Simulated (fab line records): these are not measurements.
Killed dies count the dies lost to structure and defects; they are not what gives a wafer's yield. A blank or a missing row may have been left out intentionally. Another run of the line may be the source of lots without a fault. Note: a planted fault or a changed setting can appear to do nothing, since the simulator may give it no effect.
Which tool was responsible? || flow sky130 || 45 wafers from 15 lots sampled at 2 of the route's 708 steps

WHAT THE GAUGES READ, wafer by wafer
SKY_CAPM_THK_MEAS_04: measures by xrf. Usual: CAPM_TIN_THK 199.8 nm, standard deviation 1.6.
{"lot": "L580", "measured": "day 37 02:27", "on": "filmMetro-03", "CAPM_TIN_THK (nm)": "201.8 200.5 203.2", "flag": ""}
{"lot": "L583", "measured": "day 37 20:01", "on": "filmMetro-04", "CAPM_TIN_THK (nm)": "198.2 198.8 197.7", "flag": ""}
{"lot": "L581", "measured": "day 37 21:00", "on": "filmMetro-03", "CAPM_TIN_THK (nm)": "199.7 199.7 201.2", "flag": ""}
{"lot": "L584", "measured": "day 37 23:04", "on": "filmMetro-01", "CAPM_TIN_THK (nm)": "200.7 201.1 202.2", "flag": ""}
{"lot": "L585", "measured": "day 38 20:35", "on": "filmMetro-04", "CAPM_TIN_THK (nm)": "201.4 200.3 199.6", "flag": ""}
{"lot": "L587", "measured": "day 38 23:36", "on": "filmMetro-03", "CAPM_TIN_THK (nm)": "199.1 199.9 198.5", "flag": ""}
{"lot": "L589", "measured": "day 39 19:11", "on": "filmMetro-04", "CAPM_TIN_THK (nm)": "202.4 200.5 200.3", "flag": ""}
{"lot": "L590", "measured": "day 40 08:09", "on": "filmMetro-01", "CAPM_TIN_THK (nm)": "199.6 198.9 198.4", "flag": ""}
{"lot": "L591", "measured": "day 40 08:52", "on": "filmMetro-01", "CAPM_TIN_THK (nm)": "200.0 200.1 200.4", "flag": ""}
{"lot": "L592", "measured": "day 40 13:31", "on": "filmMetro-04", "CAPM_TIN_THK (nm)": "198.4 198.7 198.0", "flag": ""}
{"lot": "L595", "measured": "day 41 14:14", "on": "filmMetro-01", "CAPM_TIN_THK (nm)": "200.6 201.5 201.7", "flag": ""}
{"lot": "L596", "measured": "day 41 16:08", "on": "filmMetro-04", "CAPM_TIN_THK (nm)": "201.4 201.8 197.9", "flag": ""}
{"lot": "L597", "measured": "day 42 04:05", "on": "filmMetro-04", "CAPM_TIN_THK (nm)": "198.6 199.3 198.4", "flag": ""}
{"lot": "L598", "measured": "day 42 05:35", "on": "filmMetro-04", "CAPM_TIN_THK (nm)": "201.0 200.3 201.4", "flag": ""}
{"lot": "L601", "measured": "day 42 18:08", "on": "filmMetro-01", "CAPM_TIN_THK (nm)": "198.9 199.8 199.6", "flag": ""}

TOOL THAT RAN EACH LOT (tool first, then ch and the chambers of the sampled wafers, then the start)
{"lot": "L580", "SKY_VIA2_SPUTTER_20": "pvdSputter-04, day 37 01:17"}
{"lot": "L583", "SKY_VIA2_SPUTTER_20": "pvdSputter-04, day 37 18:53"}
{"lot": "L581", "SKY_VIA2_SPUTTER_20": "pvdSputter-01, day 37 19:52"}
{"lot": "L584", "SKY_VIA2_SPUTTER_20": "pvdSputter-01, day 37 21:54"}
{"lot": "L585", "SKY_VIA2_SPUTTER_20": "pvdSputter-03, day 38 19:27"}
{"lot": "L587", "SKY_VIA2_SPUTTER_20": "pvdSputter-04, day 38 22:28"}
{"lot": "L589", "SKY_VIA2_SPUTTER_20": "pvdSputter-04, day 39 18:03"}
{"lot": "L590", "SKY_VIA2_SPUTTER_20": "pvdSputter-04, day 40 07:00"}
{"lot": "L591", "SKY_VIA2_SPUTTER_20": "pvdSputter-01, day 40 07:43"}
{"lot": "L592", "SKY_VIA2_SPUTTER_20": "pvdSputter-01, day 40 12:20"}
{"lot": "L595", "SKY_VIA2_SPUTTER_20": "pvdSputter-01, day 41 13:06"}
{"lot": "L596", "SKY_VIA2_SPUTTER_20": "pvdSputter-04, day 41 14:59"}
{"lot": "L597", "SKY_VIA2_SPUTTER_20": "pvdSputter-04, day 42 02:56"}
{"lot": "L598", "SKY_VIA2_SPUTTER_20": "pvdSputter-04, day 42 04:18"}
{"lot": "L601", "SKY_VIA2_SPUTTER_20": "pvdSputter-03, day 42 16:59"}
- SKY_VIA2_SPUTTER_20: material TiN, target thk 20 nm, time 80 s.

WHAT THE TOOLS THEMSELVES READ (means of the sampled wafers that have a number; where no wafer has one, the mark that the record gives instead)
SKY_VIA2_SPUTTER_20. Usual: cathodeDcPowerW 4000.0 W, standard deviation 0.69; throttleValvePct 29.8 %, standard deviation 1.2.
{"lot": "L580", "tool": "pvdSputter-04", "cathodeDcPowerW (W)": 3999.8, "throttleValvePct (%)": 30.2, "flag": ""}
{"lot": "L583", "tool": "pvdSputter-04", "cathodeDcPowerW (W)": 4000.6, "throttleValvePct (%)": 30.3, "flag": ""}
{"lot": "L581", "tool": "pvdSputter-01", "cathodeDcPowerW (W)": 4000.3, "throttleValvePct (%)": 30.2, "flag": ""}
{"lot": "L584", "tool": "pvdSputter-01", "cathodeDcPowerW (W)": 4000.6, "throttleValvePct (%)": 30.0, "flag": ""}
{"lot": "L585", "tool": "pvdSputter-03", "cathodeDcPowerW (W)": 4000.2, "throttleValvePct (%)": 30.3, "flag": ""}
{"lot": "L587", "tool": "pvdSputter-04", "cathodeDcPowerW (W)": 3999.5, "throttleValvePct (%)": 29.9, "flag": ""}
{"lot": "L589", "tool": "pvdSputter-04", "cathodeDcPowerW (W)": 4000.1, "throttleValvePct (%)": 31.1, "flag": ""}
{"lot": "L590", "tool": "pvdSputter-04", "cathodeDcPowerW (W)": 3999.5, "throttleValvePct (%)": 28.6, "flag": ""}
{"lot": "L591", "tool": "pvdSputter-01", "cathodeDcPowerW (W)": 3999.7, "throttleValvePct (%)": 29.3, "flag": ""}
{"lot": "L592", "tool": "pvdSputter-01", "cathodeDcPowerW (W)": 4000.1, "throttleValvePct (%)": 29.7, "flag": ""}
{"lot": "L595", "tool": "pvdSputter-01", "cathodeDcPowerW (W)": 4000.5, "throttleValvePct (%)": 29.6, "flag": ""}
{"lot": "L596", "tool": "pvdSputter-04", "cathodeDcPowerW (W)": 4000.3, "throttleValvePct (%)": 30.5, "flag": ""}
{"lot": "L597", "tool": "pvdSputter-04", "cathodeDcPowerW (W)": 4000.1, "throttleValvePct (%)": 30.2, "flag": ""}
{"lot": "L598", "tool": "pvdSputter-04", "cathodeDcPowerW (W)": 4000.0, "throttleValvePct (%)": 30.4, "flag": ""}
{"lot": "L601", "tool": "pvdSputter-03", "cathodeDcPowerW (W)": 4000.2, "throttleValvePct (%)": 29.6, "flag": ""}

THE ANSWER, worked out from the rows above alone
Rule: lot off if the mean of its wafers having a number is beyond 3 standard deviations from the usual mean. Also off: a lot with no number at a reading for which 4 or more lots have one. Where the step has rows for the other lots, those lots are counted as sound. The gauges are gone through in route order, then the tools' own readings, and for those a lot's mean is taken as printed above. At the first step where some lot is off, the reading lying furthest off is the one used; lots without a number count as furthest.
Nothing can be told from this: no lot is off at any reading shown.

WHAT THE SIMULATOR HAD PUT IN
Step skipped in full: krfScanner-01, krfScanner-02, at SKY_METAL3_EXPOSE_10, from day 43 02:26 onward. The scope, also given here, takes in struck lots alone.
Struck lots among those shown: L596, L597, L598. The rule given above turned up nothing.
